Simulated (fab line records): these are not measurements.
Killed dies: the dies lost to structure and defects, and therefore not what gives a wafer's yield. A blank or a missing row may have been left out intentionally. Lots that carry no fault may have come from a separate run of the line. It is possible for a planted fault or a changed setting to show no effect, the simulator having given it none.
Commonality check across tools ; flow gf180mcu ; 36 wafers sampled across 12 lots

## WHY IT WAS OPENED
GF_MVSD_TW_MEAS_11, reading MVSD_TW: flagged on 2 of 12 lots. No-fault wafers: 1585, standard deviation 9.6.
Rule: flag the lot when none of its wafers has a number, or when each of its wafers that has one lies beyond 4 standard deviations from that mean. The rest of the lots are taken to be sound.

lot;measured;on;MVSD_TW, wafer by wafer;flag
L975;day 4 14:53;filmMetro-01;1571 1571 1583;
L977;day 4 23:32;filmMetro-01;1575 1580 1573;
L978;day 5 04:14;filmMetro-01;1582 1578 1575;
L979;day 5 08:51;filmMetro-01;1575 1579 1583;
L980;day 5 14:17;filmMetro-02;1601 1600 1603;
L981;day 5 19:56;filmMetro-03;1588 1587 1599;
L982;day 6 03:56;filmMetro-03;1591 1600 1585;
L983;day 6 07:33;filmMetro-01;1579 1580 1583;
L986;day 7 00:07;filmMetro-03;1457 1450 1447;FLAGGED
L987;day 7 06:51;filmMetro-01;1450 1443 1438;FLAGGED
L988;day 7 14:23;filmMetro-03;1598 1592 1591;
L990;day 8 00:18;filmMetro-01;1580 1578 1590;
Average over the flagged lots: 1448; offset from the usual -138, equal to -14 standard deviations.

## TOOL THAT RAN EACH LOT
The record keeps 1 process step preceding the reading, out of 602 steps on the route. Read each cell as the tool, then ch plus the chambers that the sampled wafers visited, then the start.
lot;flag;GF_MVSD_IMPLANT_08
L975;;implanter-02 ch 0, day 4 14:30
L977;;implanter-04 ch 0, day 4 23:08
L978;;implanter-04 ch 0, day 5 03:51
L979;;implanter-04 ch 0, day 5 08:30
L980;;implanter-03 ch 0, day 5 13:55
L981;;implanter-04 ch 0, day 5 19:32
L982;;implanter-04 ch 0, day 6 03:32
L983;;implanter-04 ch 0, day 6 07:12
L986;FLAGGED;implanter-04 ch 0, day 6 23:43
L987;FLAGGED;implanter-04 ch 0, day 7 06:28
L988;;implanter-02 ch 0, day 7 14:00
L990;;implanter-03 ch 0, day 7 23:55
What these steps do:
- GF_MVSD_IMPLANT_08
- GF_MVSD_TW_MEAS_11

## FLAGGED OVER TOTAL, TOOL BY TOOL (the gauges that took the reading come last)
step;tool;lots run;flagged;share of the flagged lots;sound lots run after its first flagged lot
GF_MVSD_IMPLANT_08;implanter-02;2;0;none;-
GF_MVSD_IMPLANT_08;implanter-03;2;0;none;-
GF_MVSD_IMPLANT_08;implanter-04;8;2;all;0
GF_MVSD_TW_MEAS_11;filmMetro-01;7;1;some;1 (L990)
GF_MVSD_TW_MEAS_11;filmMetro-02;1;0;none;-
GF_MVSD_TW_MEAS_11;filmMetro-03;4;1;some;1 (L988)

## WHAT THE TABLE ALLOWS
1 row of the table ran every flagged lot: implanter-04 at GF_MVSD_IMPLANT_08.
- implanter-04 at GF_MVSD_IMPLANT_08 ran 8 lots, 2 of them flagged. Last sound lot L983 at day 6 07:12, first flagged lot L986 at day 6 23:43; a fault beginning in between fits. Its own readings (doseIonsCm2, faradayCurrentUA) fall more than 4 standard deviations out on all wafers of the flagged lots.
Just one tool remains: implanter-04 at GF_MVSD_IMPLANT_08.

## WHAT HAD BEEN PUT IN BY THE SIMULATOR
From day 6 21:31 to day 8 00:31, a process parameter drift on implanter-04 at GF_MVSD_IMPLANT_08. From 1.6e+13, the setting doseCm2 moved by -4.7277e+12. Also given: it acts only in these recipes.
Struck lots among those shown: L986, L987. The rule given above showed the same thing.
